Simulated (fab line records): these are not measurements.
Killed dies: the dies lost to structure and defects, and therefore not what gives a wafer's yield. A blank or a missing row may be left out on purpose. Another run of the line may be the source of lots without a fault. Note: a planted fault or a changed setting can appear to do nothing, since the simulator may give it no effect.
2 desks, one fault || flow gf180mcu || what lay behind the numbers comes last; until then each desk has only its own

== THE METROLOGY DESK ==
What the gauges read for every lot (on any tool): the sampled wafers with a number, averaged. Marked OUT: a lot whose mean sits more than 4 standard deviations from the usual mean, which makes it out of limits; the brackets give that distance.
Columns: A = cd nm at GF_HV_LDD_CD_MEAS_07, usual 400.0 nm; B = HV_LDD_OVL at GF_HV_LDD_OVL_MEAS_08, usual 0.4 nm; C = HV_LDD_RS at GF_HV_LDD_RS_MEAS_53, usual 417.3 ohm/sq
{"lot": "L244", "first seen here": "day 10 07:24", "A": 399.7, "B": -0.6, "C": 417.3}
{"lot": "L245", "first seen here": "day 10 20:14", "A": 400.2, "B": 0.3, "C": 417.6}
{"lot": "L246", "first seen here": "day 11 03:34", "A": 399.6, "B": 3.1, "C": 415.9}
{"lot": "L249", "first seen here": "day 12 01:53", "A": 399.3, "B": 0.1, "C": 416.5}
{"lot": "L253", "first seen here": "day 13 04:53", "A": 401.6, "B": 0.4, "C": 416.2}
{"lot": "L254", "first seen here": "day 13 14:46", "A": 401.2, "B": 1.8, "C": 419.7}
{"lot": "L255", "first seen here": "day 13 21:14", "A": 400.8, "B": -0.8, "C": 420.4}
{"lot": "L258", "first seen here": "day 14 16:08", "A": 400.0, "B": 0.3, "C": 417.6}
{"lot": "L259", "first seen here": "day 14 23:29", "A": 396.6, "B": 1.8, "C": 417.4}
{"lot": "L260", "first seen here": "day 15 07:42", "A": 398.8, "B": 0.0, "C": 417.0}
{"lot": "L263", "first seen here": "day 16 08:52", "A": 400.0, "B": 2.1, "C": 418.1}
{"lot": "L265", "first seen here": "day 16 22:38", "A": 402.6, "B": 0.5, "C": 418.4}
{"lot": "L266", "first seen here": "day 17 02:33", "A": 398.9, "B": 1.7, "C": 416.9}
This desk's finding: nothing out of limits on any of the 13 lots.

== TOOL OWNER'S DESK, implanter-01 ==
The tool's own readings at GF_HV_LDD_IMPLANT_35, given as means over the sampled wafers that have a number, one for each lot that went through this tool. Marked OUT: a lot whose mean sits more than 4 standard deviations from the usual mean, which makes it out of limits; the brackets give that distance.
Columns: A = dose ions cm2 at GF_HV_LDD_IMPLANT_35, usual 7.499e+12; B = faraday current uA at GF_HV_LDD_IMPLANT_35, usual 42.2
{"lot": "L246", "first seen here": "day 12 18:56", "A": 7.492e+12, "B": 42.3}
{"lot": "L249", "first seen here": "day 13 18:07", "A": 7.493e+12, "B": 42.0}
{"lot": "L254", "first seen here": "day 15 08:32", "A": "6.587e+12 (-99 or more) OUT", "B": "37.0 (-6.5) OUT"}
{"lot": "L255", "first seen here": "day 15 18:13", "A": "6.594e+12 (-99 or more) OUT", "B": "36.8 (-6.7) OUT"}
This desk finds L254, L255 out of limits, L254 being first, at day 15 08:32 (dose ions cm2 at GF_HV_LDD_IMPLANT_35). L246, L249: within limits.

== ALL TOGETHER ==
An alarm could have come from the tool owner's desk at day 15 08:32, on L254, L255.
Nothing out of limits was seen by the metrology desk.
The metrology desk has L254, L255 on record, within its limits.
All the named lots went through GF_HV_LDD_IMPLANT_35 on implanter-01.

== WHAT HAD BEEN PUT IN BY THE SIMULATOR ==
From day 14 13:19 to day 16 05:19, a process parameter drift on implanter-01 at GF_HV_LDD_IMPLANT_35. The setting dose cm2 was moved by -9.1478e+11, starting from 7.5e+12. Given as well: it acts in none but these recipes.
Struck lots among those shown: L254, L255.
Time in hours from fault onset to the first out-of-limits reading at each desk: the tool owner's desk, 19.
